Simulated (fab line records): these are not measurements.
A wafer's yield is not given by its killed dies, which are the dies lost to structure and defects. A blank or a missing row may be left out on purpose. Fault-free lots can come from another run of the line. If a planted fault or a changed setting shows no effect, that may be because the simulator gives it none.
A struck lot beside a sound one / flow sky130 / 15 out of 708 route steps
Sound: these wafers, L641.1, L641.2, L641.5. Struck: wafers L649.1, L649.4, L649.5. The cause is given at the end.
Order at every step that has rows: each side's tool, ch and its chambers, its first start. Under that, the readings that differ: sound wafers / struck wafers / difference of the means / sigmas: that difference in standard deviations of wafers without a fault.
alike: readings whose means differ by less than 2 such deviations, and words and numbers that are the same on both sides. not compared: withheld readings, readings that some wafer has no value for, bounds like >300 that may hide the same value, and numbers for which the record gives no deviation and whose values overlap.
A row with sigmas, a row that says differs or no value, or rows on one side alone: a step with any of these is where the two part. Non-overlapping numbers with no deviation appear without sigmas and do not part them. A reading missing from all wafers of one side parts the sides only when that side holds two or more wafers.

SKY_LOCAL_INTERCONNECT_THK_MEAS_02: measures by xrf.
  sound: film metro-03 at day 29 11:15; struck: film metro-02 at day 32 04:47
  alike: LOCAL_INTERCONNECT_TIN_THK
then, 8 steps without rows for these wafers: SKY_LOCAL_INTERCONNECT_DEHYDRATE_03 (time 60 s); SKY_LOCAL_INTERCONNECT_HMDS_04 (prime time 60 s); SKY_LOCAL_INTERCONNECT_COAT_05 (resist thk 60 nm); SKY_LOCAL_INTERCONNECT_COAT_06 (resist thk 450 nm); SKY_LOCAL_INTERCONNECT_SOFTBAKE_07 (time 90 s); SKY_LOCAL_INTERCONNECT_EXPOSE_08 (exposes mask LI1M, target cd 170 nm); SKY_LOCAL_INTERCONNECT_PEB_09; SKY_LOCAL_INTERCONNECT_DEVELOP_10 (develop time 60 s).
SKY_LOCAL_INTERCONNECT_CD_MEAS_11 targets a cd of 170 nm.
  sound: cd sem-02 at day 30 15:06; struck: cd sem-02 at day 33 07:26
  alike: cd nm
SKY_LOCAL_INTERCONNECT_OVL_MEAS_12:
  sound: overlay-01 at day 30 15:13; struck: overlay-02 at day 33 07:33
reading=LOCAL_INTERCONNECT_OVL (nm); sound=-11 -11 -9; struck=5 4 5; difference=+15; sigmas=+3
SKY_LOCAL_INTERCONNECT_ETCH_13: etches BARC in N2/H2, stops on SiO2, time 45.9 s, target depth 60 nm.
  sound on rie metal-01 ch 0,1, day 30 15:15; struck on rie metal-03 ch 1, day 33 07:35
reading=drypump motor current A (A); sound=6.6 6.1 6.6; struck=5.1 5.1 5.1; difference=-1.3; sigmas=-3
  alike: oes product au, throttle valve pct
  not compared: rf hours counter h
SKY_LOCAL_INTERCONNECT_METAL_ETCH_14: etches TiN in Cl2/BCl3, stops on PSG, target depth 110 nm, time 31.4 s.
  sound on rie metal-01 ch 0,1, day 30 15:19; struck on rie metal-03 ch 1, day 33 07:39
reading=drypump motor current A (A); sound=6.6 6.1 6.6; struck=5.1 5.1 5.1; difference=-1.3; sigmas=-3
reading=oes product au (a.u.); sound=0.943 0.928 0.946; struck=0.911 0.899 0.908; difference=-0.033; sigmas=-4
reading=throttle valve pct (%); sound=21.890 21.915 21.896; struck=21.924 21.927 21.914; difference=+0.021; sigmas=+2
  alike: mfc cl2 sccm
  not compared: rf hours counter h
SKY_LOCAL_INTERCONNECT_STRIP_15: strips in O2/N2.
  sound on plasma asher-01 ch 0,1, day 30 15:22; struck on plasma asher-01 ch 0,1, day 33 07:42
reading=o2 flow sccm (sccm); sound=3033 2993 3011; struck=2989 2996 2987; difference=-22; sigmas=-2
reading=strip time to endpoint s (s); sound=4.743 4.741 4.730; struck=4.684 4.670 4.660; difference=-0.067; sigmas=-3
  alike: drypump motor current A, oes product au
  not compared: rf hours counter h
-- record jumps: 15 days separate the struck wafers' starts on either side; left off in module LOCAL_INTERCONNECT, taken up again in module PAD_OPEN, whose first shown step is the route's number 708 --
SKY_PAD_OPEN_PROBE_99:
  sound: prober-02 at day 46 00:03; struck: prober-01 at day 47 23:47
  alike: killed_at_M0_to_M3, killed_at_M4_up, killed at contacts, killed at front end, killed at other, killed dies, killed open, killed short

== WHERE THEY PART ==
Earliest at SKY_LOCAL_INTERCONNECT_OVL_MEAS_12; latest, in this record, at SKY_LOCAL_INTERCONNECT_STRIP_15. Later steps at which nothing parts them and some readings are alike: SKY_PAD_OPEN_PROBE_99.

WHY: what the simulator had put in
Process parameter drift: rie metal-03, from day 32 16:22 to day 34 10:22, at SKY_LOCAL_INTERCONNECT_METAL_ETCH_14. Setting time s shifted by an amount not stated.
